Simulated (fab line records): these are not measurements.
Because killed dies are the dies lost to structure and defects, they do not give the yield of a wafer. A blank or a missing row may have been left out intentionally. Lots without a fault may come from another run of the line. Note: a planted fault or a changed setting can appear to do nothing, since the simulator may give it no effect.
8D (eight disciplines) problem report, filled in by code / flow sfq line / the parts of the form that need people (team, actions taken, sign-off) are left out

1. WHAT WENT WRONG
Mean of exposure dose mJ cm2 at SFQ_TRILAYER_I1_VIA_LITHO_EXPOSE_050: 23.340 across 6 wafers in 2 lots; on wafers with no fault it is 21.305 (standard deviation 0.02). So: +99 or more standard deviations from the usual mean.
The step: exposes mask I1, target cd 500 nm.
Earliest sighting: wafer L923.3 on krf scanner-01 at day 30 19:59. At this step, 27 wafers from 9 lots have a number in the record. Rule for "out", or "out of limits": more than 4 standard deviations from the usual mean. Any other wafer with a number is counted as sound.

2. WHAT THIS IS AND IS NOT
question=which readings at this step | is=exposure dose mJ cm2 | is not=-
question=which lots | is=L923, L924 | is not=L910, L911, L912, L913, L914, L915, L929
question=which wafers of those lots | is=all that have a number | is not=-
question=read on which tools | is=krf scanner-01 | is not=krf scanner-02
question=when | is=from day 30 19:59 | is not=up to then (18 sound wafers); but 3 sound wafers of L929 came after

3. THE SUSPECTS, EACH WITH WHAT RULES IT OUT
Counting: any tool at a process step up to the reading is kept as a suspect provided that every lot that is out went through it and no sound lot did after the first of them.
- rie metal-03 at SFQ_TRILAYER_L0_VIA_STRIP_STRIP_017 (strips in O2): ruled out as a lasting fault. After its first lot that is out, L923 (day 12 01:47), sound lots L929 ran on it.
- krf scanner-01 at SFQ_TRILAYER_I1_VIA_LITHO_EXPOSE_050 (exposes mask I1, target cd 500 nm): kept. It processed each lot that is out, first L923 at day 30 19:59, and no sound lot thereafter; up to then, the last sound lot it processed was L913 at day 26 04:08. On those wafers its own readings are out: exposure dose mJ cm2.
After counting, what remains is krf scanner-01 at SFQ_TRILAYER_I1_VIA_LITHO_EXPOSE_050.

4. THE CAUSE (what the simulator had put in)
Process parameters drifting: krf scanner-01 at SFQ_TRILAYER_I1_VIA_LITHO_EXPOSE_050, beginning at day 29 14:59. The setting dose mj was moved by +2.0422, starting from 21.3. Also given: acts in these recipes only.
This tool alone remained once counting was done.

5. SEQUENCE OF EFFECTS, ordered by route
Rows list readings where the struck wafers' mean (over those with a number) sits beyond 3 standard deviations from the usual. Only readings for which the record gives a usual standard deviation are gone through. hours: the time from each lot's start at the first step in this table that gives one to its start at this step, as a median over the lots. sigmas: the change in usual standard deviations.
hours=0; step=SFQ_TRILAYER_I1_VIA_LITHO_EXPOSE_050; reading=exposure dose mJ cm2; usual=21.305; on struck wafers=23.340; change=+2.035; sigmas=+99 or more
Its process steps:
- SFQ_TRILAYER_I1_VIA_LITHO_EXPOSE_050: exposes mask I1, target cd 500 nm.

6. WHAT WOULD HAVE CAUGHT IT SOONER
In this record the first reading out of limits was taken at day 30 19:59, 29 hours after the fault began at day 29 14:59.
